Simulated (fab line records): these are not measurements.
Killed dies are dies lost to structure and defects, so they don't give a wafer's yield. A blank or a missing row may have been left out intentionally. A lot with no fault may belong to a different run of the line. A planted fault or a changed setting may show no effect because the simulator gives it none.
Which tool did it?    flow sky130    39 wafers sampled from 13 lots at 1 step of a route of 708

WHAT THE GAUGES READ, wafer by wafer
SKY_METAL2_OVL_MEAS_16.
lot   measured      on          METAL2_OVL (nm)
L993  day 35 08:19  overlay-01  -2 10 1
L994  day 36 02:49  overlay-02  11 5 -4
L102  day 38 18:25  overlay-02  6 12 4
L104  day 38 19:37  overlay-01  9 -2 0
L105  day 39 03:31  overlay-01  0 -1 9
L106  day 39 06:53  overlay-02  4 2 1
L107  day 39 15:19  overlay-02  -7 -9 -6
L108  day 40 02:07  overlay-02  6 0 4
L109  day 40 07:16  overlay-01  -10 -15 0
L110  day 40 16:16  overlay-01  -15 -6 6
L111  day 40 21:10  overlay-02  4 14 4
L112  day 41 00:17  overlay-01  -5 -7 -3
L115  day 41 20:13  overlay-02  -6 3 -10

EACH LOT AND THE TOOL THAT RAN IT (in order: tool; ch and the chambers of the sampled wafers; start)
Before these readings, the record contains no process step.

WHAT THE TOOLS THEMSELVES READ (means of the sampled wafers that have a number; where no wafer has one, the mark that the record gives instead)
The record holds no such reading with a usual standard deviation.

THE ANSWER, worked out from the rows above alone
Rule: what is usual is taken from the lots themselves. Put in order of their means at a reading, lots are off if they are a third of the lots or fewer, leave a main group of 4 or more, and stand apart from it by a gap of 3 or more times the standard deviation of the main group's means; of several such gaps the widest counts. If all means in a main group match to the digits the tables above print for the reading, that group is not used. Also off: a lot with no number at a reading for which 4 or more lots have one. The other lots that the step has rows for count as sound. The gauges are gone through in route order, then the tools' own readings, and for those a lot's mean is taken as printed above. The first step at which some lot is off is used, and at that step the reading that is off furthest; a lot without a number counts as furthest.
No lot is off on any of the readings shown, so nothing can be concluded from this.

WHAT HAD BEEN PUT IN BY THE SIMULATOR
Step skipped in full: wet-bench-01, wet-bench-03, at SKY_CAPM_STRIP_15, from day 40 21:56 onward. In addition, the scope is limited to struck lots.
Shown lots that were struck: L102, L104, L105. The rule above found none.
